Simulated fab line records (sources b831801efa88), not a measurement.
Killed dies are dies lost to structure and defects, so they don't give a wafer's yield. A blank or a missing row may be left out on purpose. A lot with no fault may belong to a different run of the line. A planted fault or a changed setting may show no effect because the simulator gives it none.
Comparing a struck lot with a sound one + flow sky130 + 32 out of 708 route steps
Sound: wafers L474.2, L474.3, L474.5. Struck: wafers L482.2, L482.6 (left out: L482.4, a lot-mate that was not struck); the cause follows at the end.
Order at every step that has rows: each side's tool, ch and its chambers, its first start. Under that, the readings that differ: sound wafers + struck wafers + difference of the means + sigmas: that difference in standard deviations of wafers without a fault.
alike: same words and numbers on both sides, and readings whose means sit less than 2 such deviations apart. not compared: any withheld reading, any reading some wafer has no value for, any bound like >300 that may hide the same value, and any number with overlapping values for which the record gives no deviation.
Wherever a step has rows on one side only, a row that says differs or no value, or a row with sigmas, the two part there. Numbers that have no deviation but don't overlap get no sigmas and don't part them. Lack of a reading on every wafer of one side parts them only where that side has two or more wafers.

first, 5 steps without rows for these wafers: SKY_CONTACT_STRIP_20 (strips in post etch residue remover, time 1200 s); SKY_CONTACT_CLEAN_21 (cleans in IPA, time 180 s); SKY_CONTACT_CLEAN_22 (cleans in O3/DIW); SKY_CONTACT_SPUTTER_23 (material TiN, target thk 20 nm, time 80 s); SKY_CONTACT_CVD_24 (deposits W, target thk 340 nm, time 102.12 s).
SKY_CONTACT_RS_MEAS_25: uses a four-point probe to measure.
  struck on film metro-03, day 35 08:14; sound on film metro-03, day 33 10:11
  alike: CONTACT_W_RS
SKY_CONTACT_THK_MEAS_26: measures by xrf.
  struck on film metro-03, day 35 08:20; sound on film metro-03, day 33 10:17
  alike: CONTACT_W_THK
SKY_CONTACT_CMP_27: polishes, stops on SiO2, t overpolish 15 s, target thk 0 nm.
  sound on cmp-02 ch 0,1,2, day 33 10:20; struck on cmp-01 ch 1,2, day 35 08:26
  alike: motor current A, overpolish run s, platen rpm, time to endpoint s
SKY_METAL1_SPUTTER_00: material Ti, target thk 15 nm, time 10 s.
  struck on pvd sputter-04, day 35 08:41; sound on pvd sputter-04, day 33 10:38
  alike: chamber pressure pa, throttle valve pct
then, 1 step without rows for these wafers: SKY_METAL1_SPUTTER_01 (material TiN, target thk 20 nm, time 16.7 s).
SKY_METAL1_SPUTTER_02: material AlCu, target thk 250 nm, time 13.3 s.
  struck on pvd sputter-04, day 35 08:44; sound on pvd sputter-04, day 33 10:41
  alike: chamber pressure pa, throttle valve pct
then, 1 step without rows for these wafers: SKY_METAL1_SPUTTER_03 (material Ti, target thk 5 nm, time 3.3 s).
SKY_METAL1_SPUTTER_04: material TiN, target thk 70 nm, time 58.3 s.
  struck on pvd sputter-04, day 35 08:47; sound on pvd sputter-04, day 33 10:44
| reading                                    | sound            | struck  | difference | sigmas |
|--------------------------------------------|------------------|---------|------------|--------|
| model.TiN_of_METAL1_SPUTTER_04.thk nm (nm) | 69.04 69.33 69.2 | 91.4 91 | +22.0      |        |
  alike: chamber pressure pa, throttle valve pct
SKY_METAL1_RS_MEAS_05: uses a four-point probe to measure.
  struck on film metro-04, day 35 08:51; sound on film metro-04, day 33 10:48
  alike: METAL1_ALCU_RS
SKY_METAL1_THK_MEAS_06: measures by xrf.
  struck on film metro-04, day 35 08:58; sound on film metro-04, day 33 10:55
| reading              | sound             | struck      | difference | sigmas |
|----------------------|-------------------|-------------|------------|--------|
| METAL1_ALCU_THK (nm) | 244.4 247.3 246.1 | 237.6 236.9 | -8.7       | -3     |
then, 8 steps without rows for these wafers: SKY_METAL1_DEHYDRATE_07 (time 60 s); SKY_METAL1_HMDS_08 (prime time 60 s); SKY_METAL1_COAT_09 (resist thk 60 nm); SKY_METAL1_COAT_10 (resist thk 450 nm); SKY_METAL1_SOFTBAKE_11 (time 90 s); SKY_METAL1_EXPOSE_12 (exposes mask MM1, target cd 140 nm); SKY_METAL1_PEB_13; SKY_METAL1_DEVELOP_14 (develop time 60 s).
SKY_METAL1_CD_MEAS_15: target cd 140 nm.
  struck on cd sem-01, day 36 10:56; sound on cd sem-01, day 34 13:17
  alike: cd nm
SKY_METAL1_OVL_MEAS_16:
  struck on overlay-02, day 36 11:02; sound on overlay-02, day 34 13:25
| reading         | sound     | struck | difference | sigmas |
|-----------------|-----------|--------|------------|--------|
| METAL1_OVL (nm) | -11 0 -15 | 2 6    | +13        | +2     |
SKY_METAL1_DESCUM_17: chemistry O2, time 8 s.
  sound on rie metal-02 ch 0,1, day 34 13:26; struck on rie metal-02 ch 1, day 36 11:04
  alike: drypump motor current A, oes product au
  not compared: rf hours counter h
then, 2 steps without rows for these wafers: SKY_METAL1_ETCH_18 (etches BARC in N2/H2, stops on SiO2, time 45.9 s, target depth 60 nm); SKY_METAL1_METAL_ETCH_19 (etches the open film in Cl2/BCl3, stops on SiO2, target depth 360 nm, time 78 s).
SKY_METAL1_STRIP_20: strips in O2/N2.
  sound on plasma asher-01 ch 0,1, day 34 13:38; struck on plasma asher-02 ch 0, day 36 11:26
| reading                     | sound             | struck      | difference | sigmas |
|-----------------------------|-------------------|-------------|------------|--------|
| drypump motor current A (A) | 4.9 5.8 5.8       | 6.7 6.7     | +1.2       | +2     |
| oes product au (a.u.)       | 0.339 0.334 0.343 | 0.350 0.356 | +0.014     | +3     |
  alike: strip time to endpoint s
  not compared: rf hours counter h
SKY_METAL1_STRIP_21: strips in post etch residue remover, time 1200 s.
  sound on wet bench-03 ch 2, day 34 13:44; struck on wet bench-01 ch 0, day 36 11:32
| reading                                    | sound             | struck      | difference | sigmas |
|--------------------------------------------|-------------------|-------------|------------|--------|
| model.TiN_of_METAL1_SPUTTER_04.thk nm (nm) | 68.62 68.92 68.78 | 90.99 90.58 | +22.01     |        |
  alike: bath guard temp C
then, 1 step without rows for these wafers: SKY_METAL1_CLEAN_22 (cleans in IPA, time 180 s).
-- the record jumps here: 12 days lie between the struck wafers' starts before and after (it left off in module METAL1 and takes up again in module PAD_OPEN, whose first step shown is number 708 of the route) --
SKY_PAD_OPEN_PROBE_99:
  struck on prober-02, day 48 15:11; sound on prober-01, day 47 02:47
| reading                  | sound          | struck    | difference | sigmas |
|--------------------------|----------------|-----------|------------|--------|
| defect limited yield (%) | 84.8 82.5 86.2 | 78.9 82.1 | -4.0       | -2     |
| killed dies              | 75 86 68       | 104 88    | +20        | +2     |
| sort n pass              | 417 406 424    | 388 404   | -20        | -2     |
| sort yield pct (%)       | 84.8 82.5 86.2 | 78.9 82.1 | -4.0       | -2     |
  alike: killed_at_M0_to_M3, killed_at_M4_up, killed at contacts, killed at front end, killed at other, killed open, killed short, sort_bin_3_pad_short, sort_bin_5_function, sort_bin_6_memory
  not compared: model.etest.via1 chain.rc ohm

WHERE THEY PART
At SKY_METAL1_THK_MEAS_06 first; at SKY_PAD_OPEN_PROBE_99 last (within this record only).

WHY: whatever the simulator had introduced
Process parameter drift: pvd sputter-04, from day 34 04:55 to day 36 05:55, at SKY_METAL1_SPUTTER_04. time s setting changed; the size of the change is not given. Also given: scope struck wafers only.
